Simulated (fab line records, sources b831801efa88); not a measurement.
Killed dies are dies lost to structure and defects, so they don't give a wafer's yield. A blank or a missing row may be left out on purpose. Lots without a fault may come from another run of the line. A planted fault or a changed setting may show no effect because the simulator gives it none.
A struck lot beside a sound one | flow gf180mcu | 22 steps out of a route of 602
Sound: wafers L159.2, L159.3, L159.4. Struck: wafer L161.5. (L161.3 of the same lot was not struck and is left out.) The cause comes at the end.
At each step with rows: each side's tool, then ch and its chambers, then its first start. Under that, the readings that differ: sound wafers | struck wafers | difference of the means | sigmas: that difference in standard deviations of wafers without a fault.
alike: readings whose means differ by less than 2 such deviations, and words and numbers that are the same on both sides. not compared: withheld readings, readings that some wafer has no value for, bounds like >300 that may hide the same value, and numbers for which the record gives no deviation and whose values overlap.
The two part at a step that has a row with sigmas, a row that says differs or no value, or rows on one side only. Numbers that don't overlap but have no deviation are shown without sigmas and don't part them. A reading that every wafer of one side lacks parts them only if that side has two wafers or more.

first, 3 steps without rows for these wafers: GF_M1_STRIP_18 (strips in post etch residue remover, time 1200 s); GF_M1_CLEAN_19 (cleans in DIW); GF_V1_CVD_00 (deposits SiO2, target thk 600 nm, time 100 s).
GF_V1_THK_MEAS_01:
  sound on film_metro-04, day 18 09:48; struck on film_metro-04, day 18 23:14
  alike: V1_CVD_00_THK
GF_V1_CVD_02: deposits SiO2 from TEOS, target thk 850 nm, time 94.851 s.
  sound on pecvd-04 ch 0,2, day 18 09:51; struck on pecvd-02 ch 0, day 18 23:17
  alike: heater_power_w, susceptor_temp_C
GF_V1_THK_MEAS_03:
  sound on film_metro-03, day 18 09:56; struck on film_metro-03, day 18 23:22
  alike: V1_CVD_02_THK
GF_V1_CMP_04: polishes SiO2.
  sound on cmp-01 ch 0,2,3, day 18 10:02; struck on cmp-01 ch 1, day 18 23:31
  alike: motor_current_A, time_to_endpoint_s
GF_V1_BOW_MEAS_05:
  sound on film_metro-03, day 18 10:18; struck on film_metro-04, day 18 23:45
  alike: V1_BOW
then, 4 steps without rows for these wafers: GF_V1_DEHYDRATE_06 (time 60 s); GF_V1_HMDS_07 (prime time 60 s); GF_V1_COAT_08; GF_V1_COAT_09 (resist thk 1000 nm).
GF_V1_SOFTBAKE_10: time 60 s.
  sound on litho_track-02 ch 0, day 18 22:00; struck on litho_track-03 ch 0, day 19 12:00
  reading                  | sound             | struck | difference | sigmas
  heater_power_total_W (W) | 93.13 93.09 93.08 | 99.63  | +6.53      | +99
  run_length_s (s)         | 89.19 89.24 89.24 | 77.85  | -11.37     | -76
  alike: chill_plate_temp_C, resist_line_temp_C
  not compared: plate_temp_C
then, 3 steps without rows for these wafers: GF_V1_EXPOSE_11 (exposes mask Via1, target cd 260 nm); GF_V1_PEB_12 (peb time 90 s); GF_V1_DEVELOP_13 (develop time 60 s).
GF_V1_CD_MEAS_14: target cd 260 nm.
  sound on cd_sem-01, day 19 10:27; struck on cd_sem-01, day 20 00:19
  reading    | sound             | struck | difference | sigmas
  cd_nm (nm) | 261.2 261.0 260.7 | 258.1  | -2.9       | -2
GF_V1_OVL_MEAS_15:
  sound on overlay-01, day 19 10:34; struck on overlay-01, day 20 00:25
  alike: V1_OVL
GF_V1_ETCH_16: etches BARC in N2/H2.
  sound on rie_diel-02 ch 0,2, day 19 10:35; struck on rie_diel-02 ch 2, day 20 00:26
  reading             | sound           | struck | difference | sigmas
  model.V1.cd_nm (nm) | 261 260.5 260.3 | 257.6  | -3.0       |
  alike: drypump_motor_current_A, oes_product_au, throttle_valve_pct
GF_V1_ETCH_17: etches SiO2 in C4F8/O2/Ar, stops on TiN, target depth 630 nm.
  sound on rie_diel-02 ch 0,2; struck on rie_diel-02 ch 2
  reading             | sound             | struck | difference | sigmas
  model.V1.cd_nm (nm) | 261.2 260.4 260.6 | 257.2  | -3.5       |
  alike: oes_product_au
GF_V1_STRIP_18: strips in O2/N2.
  sound on plasma_asher-03 ch 0,1, day 19 10:43; struck on plasma_asher-03 ch 0, day 20 00:36
  alike: drypump_motor_current_A, heater_power_w, oes_product_au
  not compared: rf_hours_counter_h
-- the record jumps here: 11 days lie between the struck wafers' starts before and after (it left off in module V1 and takes up again in module PASSIVATION, whose first step shown is number 602 of the route) --
GF_PASSIVATION_PROBE_99:
  the record has rows for the struck wafers here (prober-02, day 30 14:00) and none for the sound ones

WHERE THEY PART
First at GF_V1_SOFTBAKE_10; last, within this record, at GF_PASSIVATION_PROBE_99.

WHY: what the simulator had put in
Process parameter drift: litho_track-03, from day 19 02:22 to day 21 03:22, at GF_V1_SOFTBAKE_10. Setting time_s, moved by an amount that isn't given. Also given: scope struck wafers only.
